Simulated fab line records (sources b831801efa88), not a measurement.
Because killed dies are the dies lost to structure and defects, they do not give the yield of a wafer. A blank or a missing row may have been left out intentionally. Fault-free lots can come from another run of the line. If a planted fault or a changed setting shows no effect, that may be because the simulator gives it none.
Which tool was responsible?    flow sky130    12 lots, 36 wafers sampled, at 5 steps of a route of 708

WHAT EACH GAUGE READ, for each wafer
SKY_SONOS_ONO_THK_MEAS_01.
lot   measured      on             SONOS_ONO_OXIDATION_THK (nm)
L908  day 9 11:15   film-metro-03  2.64 2.57 2.59
L910  day 10 04:05  film-metro-03  2.58 2.61 2.55
L911  day 10 11:02  film-metro-01  2.61 2.48 2.56
L912  day 10 11:03  film-metro-04  2.51 2.52 2.53
L913  day 10 20:54  film-metro-01  2.50 2.50 2.47
L914  day 10 20:54  film-metro-04  2.58 2.68 2.59
L915  day 11 09:19  film-metro-03  2.59 2.53 2.58
L923  day 13 08:08  film-metro-03  2.63 2.66 2.66
L924  day 13 19:49  film-metro-04  4.44 4.41 4.36
L925  day 14 01:26  film-metro-01  4.21 4.26 4.23
L928  day 22 18:32  film-metro-04  2.61 2.58 2.62
L926  day 22 19:00  film-metro-04  2.58 2.66 2.64

SKY_SD_N_RS_MEAS_16: measures by four-point-probe.
lot   measured      on             SD_N_RS (ohm/sq)
L908  day 25 15:07  film-metro-04  68.28 68.25 68.28
L910  day 25 15:37  film-metro-01  68.43 68.46 68.43
L911  day 25 18:08  film-metro-01  68.23 68.26 68.26
L912  day 26 08:46  film-metro-01  68.44 68.44 68.60
L913  day 26 21:11  film-metro-01  68.33 68.21 68.56
L914  day 26 18:41  film-metro-04  68.34 68.27 68.33
L915  day 27 09:18  film-metro-04  68.27 68.39 68.38
L923  day 29 13:19  film-metro-02  68.55 68.49 68.30
L924  day 30 02:05  film-metro-02  68.61 68.64 68.46
L925  day 30 08:10  film-metro-04  68.35 68.57 68.31
L928  day 38 08:51  film-metro-01  68.46 68.34 68.35
L926  day 38 12:57  film-metro-02  68.51 68.63 68.50

SKY_CONTACT_THK_MEAS_03.
lot   measured      on             CONTACT_HDPCVD_THK (nm)
L908  day 28 04:28  film-metro-01  564 567 574
L910  day 28 06:53  film-metro-04  571 564 572
L911  day 28 08:02  film-metro-01  560 558 565
L912  day 28 22:33  film-metro-01  567 572 555
L913  day 29 09:32  film-metro-03  569 573 561
L914  day 29 06:59  film-metro-04  564 558 558
L915  day 29 22:26  film-metro-04  550 557 559
L923  day 32 01:49  film-metro-01  563 569 561
L924  day 32 15:43  film-metro-01  563 559 565
L925  day 32 21:01  film-metro-04  568 564 562
L928  day 40 15:27  film-metro-03  560 557 573
L926  day 40 19:29  film-metro-03  564 567 555

EACH LOT AND THE TOOL THAT RAN IT (in order: tool; ch and the chambers of the sampled wafers; start)
lot   SKY_SONOS_ONO_OXIDATION_00                                       SKY_SD_P_STRIP_10
L908  furnace-01 ch 0, day 9 09:55                                     plasma-asher-01 ch 0,1, day 23 05:01
L910  furnace-01 ch 0, day 10 02:45                                    plasma-asher-04 ch 0,1, day 23 05:19
L911  furnace-01 ch 0, day 10 09:41                                    plasma-asher-01 ch 0,1, day 23 07:34
L912  furnace-01 ch 0, day 10 09:41                                    plasma-asher-04 ch 0,1, day 23 22:31
L913  furnace-01 ch 0, day 10 19:34                                    plasma-asher-02 ch 0,1, day 24 11:56
L914  furnace-01 ch 0, day 10 19:34                                    plasma-asher-02 ch 0,1, day 24 10:41
L915  furnace-01 ch 0, day 11 07:58                                    plasma-asher-04 ch 0,1, day 25 01:02
L923  furnace-02 ch 0, day 13 06:47                                    plasma-asher-04 ch 0,1, day 27 02:05
L924  furnace-01 ch 0, day 13 16:04 and furnace-02 ch 0, day 13 18:28  plasma-asher-04 ch 0,1, day 27 16:20
L925  furnace-01 ch 0, day 13 21:14                                    plasma-asher-01 ch 0,1, day 28 00:31
L928  furnace-02 ch 0, day 22 17:11                                    plasma-asher-01 ch 0,1, day 36 03:47
L926  furnace-01 ch 0, day 22 17:38                                    plasma-asher-02 ch 0,1, day 36 07:16
- SKY_SONOS_ONO_OXIDATION_00: stabilise 600 s, purge 300 s, target thk 2.6 nm.
- SKY_SD_P_STRIP_10: strips in O2/N2.

AS READ BY THE TOOLS THEMSELVES (means over the sampled wafers that have a number; for cases with no such wafer, the mark the record gives instead)
SKY_SONOS_ONO_OXIDATION_00.
lot   tool                   tube-center-temp-C (C)  zone-power-top-pct (%)
L908  furnace-01             800                     25.5
L910  furnace-01             800                     25.7
L911  furnace-01             800                     25.6
L912  furnace-01             800                     25.3
L913  furnace-01             800                     25.5
L914  furnace-01             800                     25.7
L915  furnace-01             800                     25.8
L923  furnace-02             800                     26.8
L924  furnace-01/furnace-02  800                     26.1
L925  furnace-01             800                     25.8
L928  furnace-02             800                     26.7
L926  furnace-01             800                     25.8

SKY_SD_P_STRIP_10.
lot   tool             drypump-motor-current-A (A)  oes-product-au (a.u.)  strip-time-to-endpoint-s (s)
L908  plasma-asher-01  5.54                         0.613                  17.50
L910  plasma-asher-04  5.67                         0.617                  17.51
L911  plasma-asher-01  5.52                         0.620                  17.53
L912  plasma-asher-04  5.65                         0.616                  17.52
L913  plasma-asher-02  5.96                         0.620                  17.47
L914  plasma-asher-02  5.96                         0.621                  17.51
L915  plasma-asher-04  5.80                         0.619                  17.43
L923  plasma-asher-04  5.65                         0.618                  17.47
L924  plasma-asher-04  5.79                         0.618                  17.40
L925  plasma-asher-01  5.78                         0.614                  17.48
L928  plasma-asher-01  5.79                         0.614                  17.53
L926  plasma-asher-02  5.96                         0.613                  17.51

THE ANSWER, worked out from the rows above alone
Rule: usual is defined by the lots themselves. Put in order of their means at a reading, lots are off if they are a third of the lots or fewer, leave a main group of 4 or more, and stand apart from it by a gap of 3 or more times the standard deviation of the main group's means; of several such gaps the widest counts. Not used: any main group whose means are identical at the precision the tables above print for the reading. Also off: a lot with no number at a reading for which 4 or more lots have one. All remaining lots with rows at the step are treated as sound. The gauges are gone through in route order, then the tools' own readings, and for those a lot's mean is taken as printed above. At the first step where some lot is off, the reading lying furthest off is the one used; lots without a number count as furthest.
Off: L924, L925, at SKY_SONOS_ONO_THK_MEAS_01 (SONOS_ONO_OXIDATION_THK). The main group has a mean of 2.58 nm with a standard deviation of 0.047.
If a tool, at a process step before that reading, ran all the lots that are off and no sound lot after the first of them, it fits. Gauges at SKY_SONOS_ONO_THK_MEAS_01: tried the same way as those tools. Of those tried, none fits.

WHAT THE SIMULATOR PUT IN
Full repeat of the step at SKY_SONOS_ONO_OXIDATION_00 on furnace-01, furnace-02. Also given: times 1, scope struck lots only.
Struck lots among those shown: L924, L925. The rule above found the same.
